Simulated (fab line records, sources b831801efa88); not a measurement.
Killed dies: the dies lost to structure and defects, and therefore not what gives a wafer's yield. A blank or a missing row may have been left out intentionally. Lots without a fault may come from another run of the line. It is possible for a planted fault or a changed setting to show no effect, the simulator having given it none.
What tool caused it? / flow gf180mcu / Sampling: 6 lots, 18 wafers, 3 of 602 route steps

## WHAT THE GAUGES READ, wafer by wafer
GF_PASSIVATION_THK_MEAS_01.
lot=L403; measured=day 29 13:11; on=filmMetro-04; PASSIVATION_CVD_00_THK (nm)=977 988 991
lot=L409; measured=day 31 09:15; on=filmMetro-01; PASSIVATION_CVD_00_THK (nm)=632 637 659
lot=L412; measured=day 32 03:44; on=filmMetro-01; PASSIVATION_CVD_00_THK (nm)=1004 1002 1011
lot=L414; measured=day 32 16:28; on=filmMetro-01; PASSIVATION_CVD_00_THK (nm)=1009 1019 1019
lot=L417; measured=day 33 14:13; on=filmMetro-01; PASSIVATION_CVD_00_THK (nm)=1001 996 1006
lot=L422; measured=day 34 06:11; on=filmMetro-02; PASSIVATION_CVD_00_THK (nm)=1005 1004 1027

## WHICH TOOL RAN EACH LOT (tool, then ch and the chambers of the sampled wafers, then the start)
lot=L403; GF_V5_ETCH_16=rieDiel-02 ch 1,2, day 28 12:23; GF_PASSIVATION_CVD_00=pecvd-03 ch 0,1,2, day 29 13:07
lot=L409; GF_V5_ETCH_16=rieDiel-03 ch 0,1,3, day 30 12:46; GF_PASSIVATION_CVD_00=pecvd-03 ch 0,1,2, day 31 09:10
lot=L412; GF_V5_ETCH_16=rieDiel-03 ch 0,1,2, day 31 08:08; GF_PASSIVATION_CVD_00=pecvd-04 ch 0,2, day 32 03:40
lot=L414; GF_V5_ETCH_16=rieDiel-02 ch 2,3, day 31 21:29; GF_PASSIVATION_CVD_00=pecvd-04 ch 0,2, day 32 16:23
lot=L417; GF_V5_ETCH_16=rieDiel-01 ch 2,3, day 32 19:02; GF_PASSIVATION_CVD_00=pecvd-04 ch 1,2, day 33 14:08
lot=L422; GF_V5_ETCH_16=rieDiel-01 ch 0,1,2, day 33 13:11; GF_PASSIVATION_CVD_00=pecvd-04 ch 0,1, day 34 06:05
- GF_V5_ETCH_16: etches BARC in N2/H2.
- GF_PASSIVATION_CVD_00: deposits SiO2 from TEOS, target thk 1000 nm, time 111.95 s.

## THE ANSWER, worked out from the rows above alone
Rule: what is usual is taken from the lots themselves. Put in order of their means at a reading, lots are off if they are a third of the lots or fewer, leave a main group of 4 or more, and stand apart from it by a gap of 3 or more times the standard deviation of the main group's means; of several such gaps the widest counts. If all means in a main group match to the digits the tables above print for the reading, that group is not used. A lot without any number at a reading at which 4 lots or more have one is off too. Where the step has rows for the other lots, those lots are counted as sound.
Off: L409, at GF_PASSIVATION_THK_MEAS_01 (PASSIVATION_CVD_00_THK). The main group has a mean of 1004 nm with a standard deviation of 11.
If a tool, at a process step before that reading, ran all the lots that are off and no sound lot after the first of them, it fits. Gauges at GF_PASSIVATION_THK_MEAS_01: tried the same way as those tools. One fits: pecvd-03 at GF_PASSIVATION_CVD_00. A fault onset in the window from L403 (day 29 13:07, its last sound lot) to L409 (day 31 09:10, its first lot off) fits.

## WHAT THE SIMULATOR HAD INSERTED
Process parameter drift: pecvd-03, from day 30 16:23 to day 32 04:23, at GF_PASSIVATION_CVD_00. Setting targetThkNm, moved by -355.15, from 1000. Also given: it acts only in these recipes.
Struck lots among those shown: L409. This agrees with what the rule above found.
